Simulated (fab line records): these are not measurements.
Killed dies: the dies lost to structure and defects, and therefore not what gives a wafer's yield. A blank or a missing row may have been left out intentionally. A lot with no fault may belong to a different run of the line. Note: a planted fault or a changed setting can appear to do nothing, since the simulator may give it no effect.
Which tool did it? + flow sky130 + Sampling: 10 lots, 30 wafers, 4 of 708 route steps

== WHAT THE GAUGES READ, wafer by wafer ==
SKY_LI_CONTACT_RS_MEAS_22: measurement is done with a four-point probe.
| lot  | measured     | on            | LI_CONTACT_W_RS (ohm/sq) |
|------|--------------|---------------|--------------------------|
| L325 | day 29 22:32 | film_metro-04 | 0.286 0.287 0.283        |
| L327 | day 30 06:05 | film_metro-04 | 0.279 0.280 0.294        |
| L330 | day 31 21:52 | film_metro-01 | 0.277 0.277 0.664        |
| L332 | day 32 15:41 | film_metro-02 | 0.659 0.289 0.675        |
| L337 | day 33 21:55 | film_metro-01 | 0.277 0.289 0.289        |
| L338 | day 34 04:20 | film_metro-04 | 0.280 0.294 0.294        |
| L344 | day 35 12:18 | film_metro-02 | 0.285 0.289 0.286        |
| L345 | day 35 18:54 | film_metro-02 | 0.289 0.289 0.288        |
| L346 | day 36 02:27 | film_metro-01 | 0.283 0.287 0.286        |
| L347 | day 36 23:43 | film_metro-04 | 0.288 0.286 0.292        |

== EACH LOT AND THE TOOL THAT RAN IT (in order: tool; ch and the chambers of the sampled wafers; start) ==
| lot  | SKY_LI_CONTACT_ETCH_14             | SKY_LI_CONTACT_ETCH_15             | SKY_LI_CONTACT_CVD_21         |
|------|------------------------------------|------------------------------------|-------------------------------|
| L325 | rie_diel-04 ch 0,2,3, day 29 21:50 | rie_diel-04 ch 0,2,3, day 29 21:53 | cvd_w-01 ch 0,1, day 29 22:24 |
| L327 | rie_diel-04 ch 0,1,2, day 30 05:20 | rie_diel-04 ch 0,1,2, day 30 05:22 | cvd_w-02 ch 0,1, day 30 05:58 |
| L330 | rie_diel-01 ch 0,2,3, day 31 21:08 | rie_diel-01 ch 0,2,3, day 31 21:11 | cvd_w-01 ch 1, day 31 21:43   |
| L332 | rie_diel-04 ch 0,2, day 32 14:59   | rie_diel-04 ch 0,2, day 32 15:02   | cvd_w-01 ch 0,1, day 32 15:33 |
| L337 | rie_diel-02 ch 0,2,3, day 33 21:13 | rie_diel-02 ch 0,2,3, day 33 21:15 | cvd_w-02 ch 0,1, day 33 21:47 |
| L338 | rie_diel-02 ch 0,2, day 34 03:38   | rie_diel-02 ch 0,2, day 34 03:41   | cvd_w-02 ch 0,1, day 34 04:12 |
| L344 | rie_diel-01 ch 0,3, day 35 11:34   | rie_diel-01 ch 0,3, day 35 11:36   | cvd_w-01 ch 0,1, day 35 12:10 |
| L345 | rie_diel-01 ch 1,2, day 35 18:11   | rie_diel-01 ch 1,2, day 35 18:14   | cvd_w-01 ch 0,1, day 35 18:45 |
| L346 | rie_diel-02 ch 0,1, day 36 01:46   | rie_diel-02 ch 0,1, day 36 01:49   | cvd_w-01 ch 0, day 36 02:19   |
| L347 | rie_diel-01 ch 1,3, day 36 23:01   | rie_diel-01 ch 1,3, day 36 23:04   | cvd_w-01 ch 0, day 36 23:34   |
- SKY_LI_CONTACT_ETCH_14: etches BARC in N2/H2, stops on SiO2, time 45.9 s, target depth 60 nm.
- SKY_LI_CONTACT_ETCH_15: etches PSG in C4F8/O2/Ar, stops on Si, target depth 600 nm.
- SKY_LI_CONTACT_CVD_21: deposits W, target thk 400 nm, time 120.56 s.

== THE ANSWER, worked out from the rows above alone ==
Rule: usual is defined by the lots themselves. Put in order of their means at a reading, lots are off if they are a third of the lots or fewer, leave a main group of 4 or more, and stand apart from it by a gap of 3 or more times the standard deviation of the main group's means; of several such gaps the widest counts. If all means in a main group match to the digits the tables above print for the reading, that group is not used. A lot without any number at a reading at which 4 lots or more have one is off too. The other lots that the step has rows for count as sound.
Off: at SKY_LI_CONTACT_RS_MEAS_22 (LI_CONTACT_W_RS), L330, L332. The main group has a mean of 0.287 ohm/sq with a standard deviation of 0.0018.
If a tool, at a process step before that reading, ran all the lots that are off and no sound lot after the first of them, it fits. Those tools and the gauges at SKY_LI_CONTACT_RS_MEAS_22 are tried in the same way. No candidate that was tried fits.

== WHAT THE SIMULATOR HAD INSERTED ==
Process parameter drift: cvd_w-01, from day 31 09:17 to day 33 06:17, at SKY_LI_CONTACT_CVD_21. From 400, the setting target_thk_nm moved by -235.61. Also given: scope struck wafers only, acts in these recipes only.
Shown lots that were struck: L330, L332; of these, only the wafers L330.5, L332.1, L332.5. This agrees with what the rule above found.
